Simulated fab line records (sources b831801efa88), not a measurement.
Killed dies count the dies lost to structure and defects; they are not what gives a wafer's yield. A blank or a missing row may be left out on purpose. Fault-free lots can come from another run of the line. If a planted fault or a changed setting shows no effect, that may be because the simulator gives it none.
fab line records | flow sky130
record: lots: 5 wafers: 15 last_day: 49
route steps=708 shown VIA3@585 METAL4@598 CAP2M@603 PAD_OPEN@708
lots with no fault: from the same line, run without faults
start_h: hours from the record's first day to the start of the lot's first wafer shown | wait_h: hours since the lot's step before | " as in the row above | L1.1+2: a row that stands for several wafers | - no value, or no start given | * or withheld: withheld | < > ~ a bound
route shown NAME@n: names a module that has steps shown in the file, with the first one's number in the route | usual: mean/standard deviation of fault-free wafers | same: alike in all rows | chamber/n: place in a boat | sites: per-site readings | _std_site: the standard deviation of these | _edge_site: outer sites' mean less inner sites' | radius_mm: for every site, how far away it sits from the centre of the wafer | mask NAME#n: copy n | behind: tool/chamber where the wafer was last shaped | hold: reason for holding the lot/hours on hold/outcome of the hold | device: the n, p or np transistor that did not switch | end of line: the route-end tests of the same wafers | a step with no rows: only its recipe | killed: count of dies lost to structure and defects at first sort (not the wafer's yield) | map: dies across one wafer; x = killed, . = not, _ = none there
set.NAME: the setting the step ran with; set.NAME@STEP: the setting that earlier step ran with | model.NAME: the simulator's own value behind a step, which no gauge read
a table for each step, a row for each wafer; lots at some steps of the route
services: from which hour (start_h, from the record's first day; less than 0 if before it) a tool's chamber was out of use, for how many hours, and why
== steps ==
step: SKY_VIA3_CD_MEAS_12
recipe: target_cd_nm: 200
usual: cd_nm: 199.8/1.4
columns lot.wafer tool chamber start_h wait_h cd_nm
L153.2 cd_sem-01 - 960.22 - 200.7
L153.4 " - " " 202.0
L153.6 " - " " 201.5
L155.1 cd_sem-01 - 974.30 - 201.5
L155.2 " - " " 201.9
L155.6 " - " " 201.8
L160.2 cd_sem-01 - 1007.72 - 199.8
L160.4 " - " " 200.6
L160.5 " - " " 200.1
L163.1 cd_sem-02 - 1025.25 - 200.3
L163.2 " - " " 199.9
L163.3 " - " " 200.2
L168.2 cd_sem-01 - 1055.47 - 201.5
L168.5 " - " " 199.5
L168.6 " - " " 200.9
step: SKY_VIA3_OVL_MEAS_13
usual: VIA3_OVL: -2/5.4
columns lot.wafer tool chamber start_h wait_h VIA3_OVL[nm]
L153.2 overlay-02 - 960.32 0.1 -9
L153.4 " - " " -11
L153.6 " - " " -8
L155.1 overlay-02 - 974.42 0.1 1
L155.2 " - " " 4
L155.6 " - " " 1
L160.2 overlay-02 - 1007.83 0.1 0
L160.4 " - " " -6
L160.5 " - " " 2
L163.1 overlay-01 - 1025.37 0.1 -4
L163.2 " - " " -4
L163.3 " - " " -8
L168.2 overlay-01 - 1055.57 0.1 3
L168.5 " - " " 3
L168.6 " - " " 0
step: SKY_VIA3_ETCH_14
recipe: chemistry: N2/H2 target: BARC ion_energy_ev: 200 source_w: 500 bias_w: 100 pressure_mtorr: 30 n2_flow_sccm: 100 h2_flow_sccm: 200 stop_on: SiO2 time_s: 45.9 target_depth_a: 600
step: SKY_VIA3_ETCH_15
recipe: target: SiO2 chemistry: C4F8/O2/Ar target_depth_nm: 507 stop_on: TiN mask_material: KrF-thick source_w: 1500 bias_w: 1200 pressure_mtorr: 40 c4f8_flow_sccm: withheld O2_flow_sccm: 6 Ar_flow_sccm: 300 time_s: 78
step: SKY_VIA3_STRIP_16
recipe: chemistry: O2/N2 power_w: 1400 pressure_mtorr: 1500 platen_temp_c: withheld o2_flow_sccm: 3000 n2_flow_sccm: 300 overash_fraction: 0.5
usual: drypump_motor_current_A: 5.7/0.38 oes_product_au: 0.402/0.0048 strip_time_to_endpoint_s: 4.122/0.028
columns lot.wafer tool chamber start_h wait_h drypump_motor_current_A oes_product_au rf_hours_counter_h strip_time_to_endpoint_s
L153.2 plasma_asher-03 1 960.46 0.0 5.6 0.406 115 4.155
L153.4 " 0 " " 5.6 0.404 - 4.194
L153.6 " 1 " " 5.6 0.402 - 4.121
L155.1 plasma_asher-01 0 974.56 0.0 5.0 0.414 22 4.187
L155.2 " 1 " " 5.7 0.411 22 4.157
L155.6 " 1 " " 5.7 0.401 - 4.153
L160.2 plasma_asher-02 1 1007.96 0.0 6.4 0.412 82 4.165
L160.4 " 1 " " 6.4 0.405 - 4.105
L160.5 " 0 " " 5.7 0.398 - 4.121
L163.1 plasma_asher-01 0 1025.51 0.0 5.0 0.406 27 4.121
L163.2 " 1 " " 5.7 0.407 27 4.118
L163.3 " 1 " " 5.7 0.400 - 4.085
L168.2 plasma_asher-02 0 1055.71 0.0 5.7 0.399 86 4.091
L168.5 " 1 " " 6.4 0.407 - 4.115
L168.6 " 0 " " 5.7 0.406 - 4.111
step: SKY_VIA3_STRIP_17
recipe: chemistry: post_etch_residue_remover time_s: 1200 temp_c: 72.5
step: SKY_VIA3_CLEAN_18
recipe: chemistry: IPA time_s: 180 temp_c: 25
step: SKY_VIA3_CLEAN_19
recipe: chemistry: O3/DIW dry: n2_spin
step: SKY_VIA3_SPUTTER_20
recipe: material: TiN target_thk_nm: 20 chamber_pressure_pa: 5 power_w: 4000 time_s: 80
usual: chamber_pressure_pa: 5.002/0.01 throttle_valve_pct: 30.3/0.92
same: time_s: 80
columns lot.wafer tool chamber start_h wait_h chamber_pressure_pa throttle_valve_pct
L153.2 pvd_sputter-01 - 961.05 0.0 4.995 30.3
L153.4 " - " " 4.991 28.9
L153.6 " - " " 5.008 30.4
L155.1 pvd_sputter-04 - 975.15 0.0 5.000 29.9
L155.2 " - " " 5.003 31.0
L155.6 " - " " 4.999 31.6
L160.2 pvd_sputter-04 - 1008.55 0.0 5.016 29.8
L160.4 " - " " 5.011 31.6
L160.5 " - " " 5.019 29.5
L163.1 pvd_sputter-04 - 1026.12 0.0 5.005 30.8
L163.2 " - " " 5.011 29.9
L163.3 " - " " 5.005 31.8
L168.2 pvd_sputter-01 - 1056.30 0.0 4.984 28.9
L168.5 " - " " 4.985 28.9
L168.6 " - " " 5.001 30.4
step: SKY_VIA3_CVD_21
recipe: material: W target_thk_nm: 390 time_s: 117.31 temp_c: 400 pressure_torr: 40
usual: heater_power_w: 819/62
same: time_s: 117.31
columns lot.wafer tool chamber start_h wait_h heater_power_w
L153.2 cvd_w-01 1 961.16 0.1 774
L153.4 " 1 " " 764
L153.6 " 1 " " 766
L155.1 cvd_w-01 0 975.21 0.0 793
L155.2 " 1 " " 791
L155.6 " 0 " " 793
L160.2 cvd_w-02 1 1008.62 0.0 782
L160.4 " 1 " " 795
L160.5 " 0 " " 917
L163.1 cvd_w-01 1 1026.18 0.0 790
L163.2 " 1 " " 771
L163.3 " 1 " " 770
L168.2 cvd_w-02 1 1056.36 0.0 779
L168.5 " 0 " " 943
L168.6 " 1 " " 777
step: SKY_VIA3_RS_MEAS_22
recipe: thk_meas_gauge: four-point-probe reads: W_of_VIA3_CVD_21+TiN_of_VIA3_SPUTTER_20
usual: VIA3_W_RS: 0.295/0.0035
columns lot.wafer tool chamber start_h wait_h VIA3_W_RS[ohm/sq]
L153.2 film_metro-04 - 961.38 0.2 0.291
L153.4 " - " " 0.290
L153.6 " - " " 0.291
L155.1 film_metro-04 - 975.34 0.1 0.300
L155.2 " - " " 0.295
L155.6 " - " " 0.296
L160.2 film_metro-03 - 1008.76 0.1 0.298
L160.4 " - " " 0.301
L160.5 " - " " 0.298
L163.1 film_metro-02 - 1026.43 0.2 0.294
L163.2 " - " " 0.294
L163.3 " - " " 0.291
L168.2 film_metro-04 - 1056.57 0.2 0.299
L168.5 " - " " 0.297
L168.6 " - " " 0.298
step: SKY_VIA3_THK_MEAS_23
recipe: thk_meas_gauge: xrf reads: W_of_VIA3_CVD_21
usual: VIA3_W_THK: 399/7.2
columns lot.wafer tool chamber start_h wait_h VIA3_W_THK[nm]
L153.2 film_metro-04 - 961.49 0.1 414
L153.4 " - " " 419
L153.6 " - " " 417
L155.1 film_metro-04 - 975.46 0.1 401
L155.2 " - " " 409
L155.6 " - " " 409
L160.2 film_metro-03 - 1008.87 0.1 392
L160.4 " - " " 387
L160.5 " - " " 389
L163.1 film_metro-02 - 1026.55 0.1 403
L163.2 " - " " 401
L163.3 " - " " 404
L168.2 film_metro-04 - 1056.68 0.1 398
L168.5 " - " " 398
L168.6 " - " " 398
step: SKY_VIA3_CMP_24
recipe: stop_on: SiO2 t_overpolish_s: 20 down_force_psi: 3.5 platen_rpm: 60 target_thk_nm: 0 pad_velocity_m_s: 0.94248
usual: head_pressure_psi: 3.499/0.0077 motor_current_A: 11.5/1.2 overpolish_run_s: 20.000/0.0095 time_to_endpoint_s: 96/5.1
same: t_overpolish_s: 20
columns lot.wafer tool chamber start_h wait_h head_pressure_psi motor_current_A overpolish_run_s time_to_endpoint_s
L153.2 cmp-01 1 961.54 0.0 3.507 14.2 19.995 88
L153.4 " 3 " " 3.500 10.5 20.007 91
L153.6 " 2 " " 3.504 10.6 19.999 97
L155.1 cmp-02 3 975.52 0.1 3.497 10.8 20.012 99
L155.2 " 2 " " 3.507 10.9 20.015 94
L155.6 " 0 " " 3.499 12.3 19.992 100
L160.4 cmp-02 3 1008.96 0.1 3.499 9.8 20.002 97
L160.2 " 2 " " 3.504 10.6 20.008 95
L160.5 " 0 " " 3.495 11.9 20.007 102
L163.1 cmp-02 1 1026.61 0.1 3.499 12.1 19.985 96
L163.2 " 2 " " 3.497 10.4 20.012 96
L163.3 " 3 " " 3.491 9.7 20.013 98
L168.2 cmp-01 2 1056.91 0.2 3.499 10.7 20.005 95
L168.5 " 0 " " 3.502 13.2 20.014 94
L168.6 " 1 " " 3.512 13.8 19.986 88
step: SKY_METAL4_SPUTTER_00
recipe: material: Ti target_thk_nm: 15 power_w: 3000 time_s: 10 chamber_pressure_pa: 0.4
usual: chamber_pressure_pa: 0.4001/0.0008 throttle_valve_pct: 30.1/1
same: time_s: 10
columns lot.wafer tool chamber start_h wait_h chamber_pressure_pa throttle_valve_pct
L153.2 pvd_sputter-02 - 961.84 0.2 0.3996 29.5
L153.4 " - " " 0.3994 29.6
L153.6 " - " " 0.3999 29.8
L155.1 pvd_sputter-01 - 975.82 0.2 0.3994 30.5
L155.2 " - " " 0.3993 29.1
L155.6 " - " " 0.3993 28.6
L160.2 pvd_sputter-03 - 1009.26 0.1 0.3994 31.6
L160.4 " - " " 0.4006 28.4
L160.5 " - " " 0.3989 31.4
L163.1 pvd_sputter-02 - 1026.91 0.2 0.4001 29.4
L163.2 " - " " 0.4002 29.5
L163.3 " - " " 0.3996 31.1
L168.2 pvd_sputter-01 - 1057.11 0.1 0.3994 28.9
L168.5 " - " " 0.3996 30.3
L168.6 " - " " 0.4017 31.7
step: SKY_METAL4_SPUTTER_01
recipe: material: TiN target_thk_nm: 20 power_w: 6500 time_s: 16.7 chamber_pressure_pa: 0.4
step: SKY_METAL4_SPUTTER_02
recipe: material: AlCu target_thk_nm: 735 power_w: 10600 time_s: 39.1 chamber_pressure_pa: 0.4
step: SKY_METAL4_SPUTTER_03
recipe: material: Ti target_thk_nm: 5 power_w: 3000 time_s: 3.3 chamber_pressure_pa: 0.4
step: SKY_METAL4_SPUTTER_04
recipe: material: TiN target_thk_nm: 70 power_w: 6500 time_s: 58.3 chamber_pressure_pa: 0.4
usual: chamber_pressure_pa: 0.4001/0.00083 throttle_valve_pct: 30.1/1
same: time_s: 58.3
columns lot.wafer tool chamber start_h wait_h chamber_pressure_pa throttle_valve_pct
L153.2 pvd_sputter-02 - 961.94 0.0 0.3991 29.7
L153.4 " - " " 0.4004 29.5
L153.6 " - " " 0.4001 29.6
L155.1 pvd_sputter-01 - 975.92 0.0 0.3999 30.2
L155.2 " - " " 0.3999 28.8
L155.6 " - " " 0.3998 29.0
L160.2 pvd_sputter-03 - 1009.37 0.0 0.3992 31.7
L160.4 " - " " 0.4012 28.6
L160.5 " - " " 0.4009 31.6
L163.1 pvd_sputter-02 - 1027.01 0.0 0.4012 29.6
L163.2 " - " " 0.4006 29.8
L163.3 " - " " 0.4000 30.9
L168.2 pvd_sputter-01 - 1057.22 0.0 0.4000 29.0
L168.5 " - " " 0.3999 30.2
L168.6 " - " " 0.4007 31.9
step: SKY_CAP2M_CVD_00
recipe: material: SiO2 target_thk_nm: 15.5 temp_c: 400 time_s: withheld rf_w: 439.8
step: SKY_CAP2M_THK_MEAS_01
recipe: reads: SiO2_of_CAP2M_CVD_00
usual: CAP2M_CVD_00_THK: 15.34/0.29
columns lot.wafer tool chamber start_h wait_h CAP2M_CVD_00_THK[nm]
L153.2 film_metro-03 - 962.03 - 14.85
L153.4 " - " " 15.29
L153.6 " - " " 15.16
L155.1 film_metro-04 - 976.00 - 15.22
L155.2 " - " " 14.89
L155.6 " - " " 15.37
L160.2 film_metro-04 - 1009.45 - 15.72
L160.4 " - " " 15.42
L160.5 " - " " 15.46
L163.1 film_metro-01 - 1027.08 - 15.22
L163.2 " - " " 15.30
L163.3 " - " " 14.93
L168.2 film_metro-01 - 1057.30 - 15.86
L168.5 " - " " 15.91
L168.6 " - " " 15.52
step: SKY_CAP2M_SPUTTER_02
recipe: material: TiN target_thk_nm: 200 temp_c: 300 power_w: 6500 time_s: 166.7 chamber_pressure_pa: 0.4
step: SKY_CAP2M_RS_MEAS_03
recipe: thk_meas_gauge: four-point-probe reads: TiN_of_CAP2M_SPUTTER_02
usual: CAP2M_TIN_RS: 6.96/0.074
columns lot.wafer tool chamber start_h wait_h CAP2M_TIN_RS[ohm/sq]
L153.2 film_metro-01 - 962.20 0.1 7.01
L153.4 " - " " 6.95
L153.6 " - " " 7.03
L155.1 film_metro-03 - 976.17 0.1 7.00
L155.2 " - " " 6.96
L155.6 " - " " 6.97
L160.2 film_metro-04 - 1009.63 0.1 6.81
L160.4 " - " " 6.92
L160.5 " - " " 6.93
L163.1 film_metro-03 - 1027.25 0.1 6.96
L163.2 " - " " 6.98
L163.3 " - " " 7.09
L168.2 film_metro-01 - 1057.48 0.1 6.94
L168.5 " - " " 7.03
L168.6 " - " " 7.04
step: SKY_CAP2M_THK_MEAS_04
recipe: thk_meas_gauge: xrf reads: TiN_of_CAP2M_SPUTTER_02
usual: CAP2M_TIN_THK: 199.8/2.3
columns lot.wafer tool chamber start_h wait_h CAP2M_TIN_THK[nm]
L153.2 film_metro-01 - 962.31 0.1 196.4
L153.4 " - " " 198.6
L153.6 " - " " 196.4
L155.1 film_metro-03 - 976.29 0.1 199.3
L155.2 " - " " 200.7
L155.6 " - " " 199.2
L160.2 film_metro-04 - 1009.74 0.1 205.2
L160.4 " - " " 201.7
L160.5 " - " " 202.1
L163.1 film_metro-03 - 1027.37 0.1 200.9
L163.2 " - " " 199.3
L163.3 " - " " 195.9
L168.2 film_metro-01 - 1057.59 0.1 200.0
L168.5 " - " " 196.5
L168.6 " - " " 196.1
step: SKY_CAP2M_DEHYDRATE_05
recipe: temp_c: 200 time_s: 60
step: SKY_CAP2M_HMDS_06
recipe: prime_time_s: 60 prime_temp_c: 120
step: SKY_CAP2M_COAT_07
recipe: resist: NOVOLAK spin_rpm: 3000 resist_thk_nm: 1140
step: SKY_CAP2M_SOFTBAKE_08
recipe: temp_c: 90 time_s: 60 resist: NOVOLAK
step: SKY_CAP2M_EXPOSE_09
recipe: mask_id: CAP2M na: 0.6 source_shape: conventional sigma_outer: 0.6 polarization: unpolarized target_cd_nm: 1000 dose_mj: 159
step: SKY_CAP2M_PEB_10
recipe: temp_c: withheld time_s: * resist: NOVOLAK
step: SKY_CAP2M_DEVELOP_11
recipe: resist: NOVOLAK developer: TMAH develop_time_s: 60 dev_temp_c: 23
step: SKY_CAP2M_OVL_MEAS_12
usual: CAP2M_OVL: 0.4/1.7
columns lot.wafer tool chamber start_h wait_h CAP2M_OVL[nm]
L153.2 overlay-01 - 986.95 0.1 2.3
L153.4 " - " " 2.5
L153.6 " - " " 1.3
L155.1 overlay-01 - 999.75 0.1 0.9
L155.2 " - " " 2.7
L155.6 " - " " 1.6
L160.2 overlay-02 - 1032.10 0.1 3.1
L160.4 " - " " 2.4
L160.5 " - " " 1.1
L163.1 overlay-02 - 1049.40 0.1 3.9
L163.2 " - " " 2.5
L163.3 " - " " 3.9
L168.2 overlay-01 - 1078.86 0.1 -2.7
L168.5 " - " " -3.1
L168.6 " - " " -2.2
step: SKY_CAP2M_METAL_ETCH_13
recipe: target_depth_nm: 220 stop_on: SiO2 chemistry: Cl2/BCl3 target: TiN pressure_mtorr: 10 icp_w: 900 bias_w: 48.5 Cl2_flow_sccm: 60 bcl3_flow_sccm: 30 time_s: 62.9
step: SKY_CAP2M_STRIP_14
recipe: chemistry: O2/N2 power_w: 1400 pressure_mtorr: 1500 platen_temp_c: withheld o2_flow_sccm: 3000 n2_flow_sccm: 300 overash_fraction: 0.5
step: SKY_CAP2M_STRIP_15
recipe: chemistry: post_etch_residue_remover time_s: 1200 temp_c: 72.5
step: SKY_CAP2M_CLEAN_16
recipe: chemistry: IPA time_s: 180 temp_c: 25
step: SKY_CAP2M_CLEAN_17
recipe: chemistry: O3/DIW dry: n2_spin
step: SKY_METAL4_DEHYDRATE_05
recipe: temp_c: 200 time_s: 60
step: SKY_METAL4_HMDS_06
recipe: prime_time_s: 60 prime_temp_c: 120
step: SKY_METAL4_COAT_07
recipe: resist: BARC temp_c: withheld time_s: withheld spin_rpm: 3000 resist_thk_nm: 60
step: SKY_METAL4_COAT_08
recipe: resist: KrF-thick spin_rpm: 3000 resist_thk_nm: 1140
step: SKY_METAL4_SOFTBAKE_09
recipe: temp_c: 101 time_s: 90 resist: KrF-thick
step: SKY_METAL4_EXPOSE_10
recipe: mask_id: MM4 na: 0.68 source_shape: annular sigma_inner: 0.4 sigma_outer: 0.8 target_cd_nm: 300 dose_mj: 28
step: SKY_PAD_OPEN_PROBE_99
usual: defect_limited_yield: 82.5/2.2 killed_at_M0_to_M3: 43/7.5 killed_at_M4_up: 3.2/1.9 killed_at_contacts: 24/5.6 killed_at_front_end: 15/4.8 killed_at_other: 0.2/0.54 killed_dies: 86/11 killed_on_rim: 17/3.6 killed_open: 47/7.6 killed_short: 39/7.1 sort_bin_3_pad_short: 0.8/0.36 sort_bin_5_function: 10.4/1.6 sort_bin_6_memory: 6.3/1.3 sort_n_pass: 406/11 sort_yield_pct: 82.5/2.2
same: gross_dies: 492 killed_at_back_side: 0 sort_bin_4_leakage[%]: 0 sort_bin_8_speed[%]: 0
columns lot.wafer tool chamber start_h wait_h defect_limited_yield[%] killed_at_M0_to_M3 killed_at_M4_up killed_at_contacts killed_at_front_end killed_at_other killed_dies killed_on_rim killed_open killed_short sort_bin_3_pad_short[%] sort_bin_5_function[%] sort_bin_6_memory[%] sort_n_pass sort_yield_pct[%] model.etest.tester.sort_n_pass model.etest.tester.sort_yield_pct model.etest.tester.sort_bin_5_pct model.etest.tester.sort_bin_6_pct model.etest.tester.sort_bin_3_pct
L153.2 prober-02 - 1106.84 0.1 85.4 34 8 16 14 0 72 15 42 30 0.6 10.0 4.1 420 85.4 420 85.37 9.959 4.065 0.6098
L153.4 prober-02 - 1106.94 0.2 83.7 41 1 27 11 0 80 17 42 38 0.6 8.7 6.9 412 83.7 412 83.74 8.74 6.911 0.6098
L153.6 prober-02 - 1107.04 0.2 78.7 51 4 32 18 0 105 24 60 45 1.2 10.8 9.3 387 78.7 387 78.66 10.77 9.35 1.22
L155.1 prober-02 - 1118.55 0.1 80.9 46 2 33 13 0 94 18 55 39 0.6 11.2 7.3 398 80.9 398 80.89 11.18 7.317 0.6098
L155.2 prober-02 - 1118.60 0.1 82.7 47 5 19 14 0 85 17 46 39 0.6 9.3 7.3 407 82.7 407 82.72 9.35 7.317 0.6098
L155.6 prober-02 - 1118.80 0.2 80.9 39 6 31 17 1 94 18 54 40 1.6 10.4 7.1 398 80.9 398 80.89 10.37 7.114 1.626
L160.2 prober-02 - 1146.35 0.1 83.1 45 4 22 12 0 83 17 49 34 0.6 11.4 4.9 409 83.1 409 83.13 11.38 4.878 0.6098
L160.4 prober-02 - 1146.45 0.2 83.7 41 3 28 8 0 80 13 57 23 0.6 10.2 5.5 412 83.7 412 83.74 10.16 5.488 0.6098
L160.5 prober-02 - 1146.50 0.2 84.3 40 0 26 11 0 77 13 50 27 1.0 7.9 6.7 415 84.3 415 84.35 7.927 6.707 1.016
L163.1 prober-01 - 1161.21 0.1 51.6 193 0 25 20 0 238 46 51 41 2.4 30.1 15.9 254 51.6 254 51.63 30.08 15.85 2.439
L163.2 prober-01 - 1161.26 0.1 81.1 50 3 21 18 1 93 20 45 48 0.8 11.6 6.5 399 81.1 399 81.1 11.59 6.504 0.813
L163.3 prober-01 - 1161.31 0.2 83.1 41 2 23 17 0 83 13 51 32 1.2 10.4 5.3 409 83.1 409 83.13 10.37 5.285 1.22
L168.2 prober-02 - 1185.35 0.1 85.0 40 4 12 18 0 74 11 44 30 0.2 10.8 4.1 418 85.0 418 84.96 10.77 4.065 0.2033
L168.5 prober-02 - 1185.50 0.2 84.3 45 1 21 10 0 77 15 50 27 0 10.4 5.3 415 84.3 415 84.35 10.37 5.285 0
L168.6 prober-02 - 1185.55 0.2 81.1 34 2 31 25 1 93 19 51 42 1.0 11.8 6.1 399 81.1 399 81.1 11.79 6.098 1.016
killed by level:class
L153.2 VIA1:geometric_particle:open=12 CONTACT:geometric_particle:open=8 POLY_GATE:geometric_particle:open=5 METAL4:geometric_particle:short=5 VIA1:geometric_particle:short=4 METAL2:geometric_particle:short=4 POLY_GATE:geometric_particle:short=3 METAL3:geometric_particle:short=3
L153.4 CONTACT:geometric_particle:open=9 VIA1:geometric_particle:open=8 METAL1:geometric_particle:short=6 LI_CONTACT:geometric_particle:open=5 CONTACT:geometric_particle:short=5 VIA3:geometric_particle:short=5 VIA2:geometric_particle:open=5 FIELD_ISO:geometric_particle:short=4
L153.6 CONTACT:geometric_particle:open=11 VIA1:geometric_particle:open=11 LOCAL_INTERCONNECT:geometric_particle:short=10 VIA3:geometric_particle:open=9 VIA2:geometric_particle:open=8 LI_CONTACT:geometric_particle:open=7 FIELD_ISO:geometric_particle:short=5 METAL2:geometric_particle:short=5
L155.1 CONTACT:geometric_particle:open=15 VIA1:geometric_particle:open=10 VIA2:geometric_particle:open=8 LI_CONTACT:geometric_particle:open=7 CONTACT:geometric_particle:short=7 METAL2:geometric_particle:short=6 METAL1:geometric_particle:short=6 FIELD_ISO:geometric_particle:short=4
L155.2 VIA2:geometric_particle:open=10 CONTACT:geometric_particle:open=8 VIA1:geometric_particle:open=8 VIA1:geometric_particle:short=7 FIELD_ISO:geometric_particle:open=5 METAL2:geometric_particle:short=5 METAL3:geometric_particle:short=5 VIA3:geometric_particle:open=4
L155.6 LI_CONTACT:geometric_particle:open=11 VIA1:geometric_particle:open=9 CONTACT:geometric_particle:open=9 VIA3:geometric_particle:open=7 METAL4:geometric_particle:short=6 FIELD_ISO:geometric_particle:open=4 VIA2:geometric_particle:open=4 CONTACT:geometric_particle:short=4
L160.2 CONTACT:geometric_particle:open=9 LI_CONTACT:geometric_particle:open=9 VIA3:geometric_particle:open=9 VIA1:geometric_particle:open=8 VIA1:geometric_particle:short=6 METAL2:geometric_particle:short=5 VIA2:geometric_particle:open=5 VIA2:geometric_particle:short=5
L160.4 VIA1:geometric_particle:open=19 LI_CONTACT:geometric_particle:open=11 CONTACT:geometric_particle:open=10 VIA3:geometric_particle:open=8 LOCAL_INTERCONNECT:geometric_particle:short=4 VIA1:geometric_particle:short=4 METAL2:geometric_particle:short=3 FIELD_ISO:geometric_particle:short=2
L160.5 VIA1:geometric_particle:open=14 CONTACT:geometric_particle:open=11 VIA2:geometric_particle:open=8 LI_CONTACT:geometric_particle:open=7 CONTACT:geometric_particle:short=5 FIELD_ISO:geometric_particle:short=4 VIA1:geometric_particle:short=4 VIA3:geometric_particle:open=4
L163.1 VIA3:unspecified=146 VIA1:geometric_particle:open=12 LI_CONTACT:geometric_particle:open=7 FIELD_ISO:geometric_particle:open=6 POLY_GATE:geometric_particle:short=6 CONTACT:geometric_particle:open=6 METAL2:geometric_particle:short=6 VIA2:geometric_particle:open=6
L163.2 VIA1:geometric_particle:open=11 METAL1:geometric_particle:short=9 CONTACT:geometric_particle:open=8 VIA2:geometric_particle:open=8 VIA3:geometric_particle:open=7 FIELD_ISO:geometric_particle:short=6 FIELD_ISO:geometric_particle:open=6 CONTACT:geometric_particle:short=6
L163.3 LI_CONTACT:geometric_particle:open=9 CONTACT:geometric_particle:open=8 VIA1:geometric_particle:open=8 FIELD_ISO:geometric_particle:open=6 METAL1:geometric_particle:short=6 VIA1:geometric_particle:short=5 CONTACT:geometric_particle:short=4 METAL2:geometric_particle:short=4
L168.2 VIA1:geometric_particle:open=14 VIA2:geometric_particle:open=9 METAL1:geometric_particle:short=6 POLY_GATE:geometric_particle:short=5 LI_CONTACT:geometric_particle:open=5 FIELD_ISO:geometric_particle:short=4 METAL2:geometric_particle:short=4 VIA3:geometric_particle:open=4
L168.5 VIA2:geometric_particle:open=9 CONTACT:geometric_particle:open=8 VIA1:geometric_particle:open=8 LI_CONTACT:geometric_particle:open=7 METAL1:geometric_particle:short=7 METAL2:geometric_particle:short=7 VIA3:geometric_particle:open=6 FIELD_ISO:geometric_particle:open=4
L168.6 CONTACT:geometric_particle:open=10 VIA1:geometric_particle:open=9 FIELD_ISO:geometric_particle:short=7 FIELD_ISO:geometric_particle:open=7 POLY_GATE:geometric_particle:short=5 LI_CONTACT:geometric_particle:short=5 LI_CONTACT:geometric_particle:open=5 CONTACT:geometric_particle:short=5
map L163.1 (x killed, . not)
__________..xxx....x_________
________..xxxx.x.x..x._______
______x.x..xxxxx..x.xxxx_____
_____xx.x.xxxx..x..xxxxx.____
____x.x.xx..x..xx..x...x..___
___x..xx..xx.x.xx.x.xxxx.x.__
__.xx.x..x.xxx......xx...x.x_
_x.xxx.......x..x.x..x.....x.
_..xx....xxx..x...xxx.xx.xx.x
_xxx...x..x.xxxxx.x..xxxx.xx.
_xx.....x.xxx.xx..xx..xx.xx..
_.....xxx.xxxxxx.x..x..x...xx
_x........x..x.....xxxxxx.xx.
_.x..xxx.xx..x.x...xx.x.x.x.x
_x.xxxxx...x.xxx..x.x..x..x..
__..x.x.x..x..x..x.x.....x.._
___........xx..xxx...xxx..x__
____x.....xx.x.x.xx.xxx.x.___
_____.x...x..xx.x.x..xx.x____
______.x.x..xx..xxxx.x.._____
________..x..x..xxx.xx_______
__________xxx..xxxxx_________
map L160.2 (x killed, . not)
__________....x....._________
________x.....x.....x._______
______.x.x...x.....xx.x._____
_____......xx............____
____x.....................___
___.x.............x........__
__x........xx..x......x..x.._
_.........xx.......xxx....xx.
_.............x..........x...
_.....x.x.....x........x.xx..
_..x........x..x....xxx......
_...x....x.x.......xxx..x....
_........x......x.xx....x.x..
_.xx...x..x.................x
_..................x..x......
__.x....x.x................._
___..x...xx..x........x....__
____......x...........x...___
_____x...x........x......____
______....x.........x..._____
________..x.......x..._______
__________.x..x.x.x._________
== services ==
columns tool chamber start_h hours kind
cvd_w-02 - 949.71 6.9 pm
pvd_sputter-03 - 950.54 4.1 repair
plasma_asher-02 - 953.58 6.3 repair
cvd_w-01 0 957.94 3.7 repair
cmp-02 - 960.62 4.5 repair
cvd_w-02 0 962.46 3.0 repair
plasma_asher-01 - 964.30 4.3 pm
pvd_sputter-02 - 966.98 1.5 repair
cvd_w-01 - 986.41 4.7 repair
pvd_sputter-04 1 996.93 - consumable_replace:kit
pvd_sputter-04 1 996.93 18.0 scheduled_down
cmp-02 - 999.46 1.2 repair
pvd_sputter-01 - 1018.39 15.8 repair
cvd_w-01 0 1025.39 22.1 repair
pvd_sputter-02 1 1027.06 - consumable_replace:kit
pvd_sputter-02 1 1027.06 18.0 scheduled_down
pvd_sputter-02 1 1027.06 18.0 vent_cycle
cvd_w-02 1 1027.31 1.9 repair
pvd_sputter-04 - 1034.53 5.1 repair
pvd_sputter-04 - 1053.54 5.3 repair
pvd_sputter-01 3 1053.85 - consumable_replace:kit
pvd_sputter-01 3 1053.85 18.0 scheduled_down
pvd_sputter-01 3 1053.85 18.0 vent_cycle
plasma_asher-03 - 1055.25 9.0 pm
== key ==
first_sign: step: SKY_PAD_OPEN_PROBE_99 reading: killed_at_M0_to_M3 direction: up sigmas: 20 usual: 43 struck: 193
effect: step: SKY_PAD_OPEN_PROBE_99 reading: defect_limited_yield direction: down sigmas: 14 usual: 82.5 struck: 51.6
model_effect: step: SKY_PAD_OPEN_PROBE_99 value: etest.tester.sort_n_pass without: 381 struck: 254
met_at SKY_VIA3_CMP_24
struck_wafers L163.1
fault: kind: chamber_particle_source tool: cmp-02 chamber: 1 onset_h: 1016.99 steps: SKY_VIA3_CMP_24 rate_per_visit_cm2: 0.64069 end_h: 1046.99
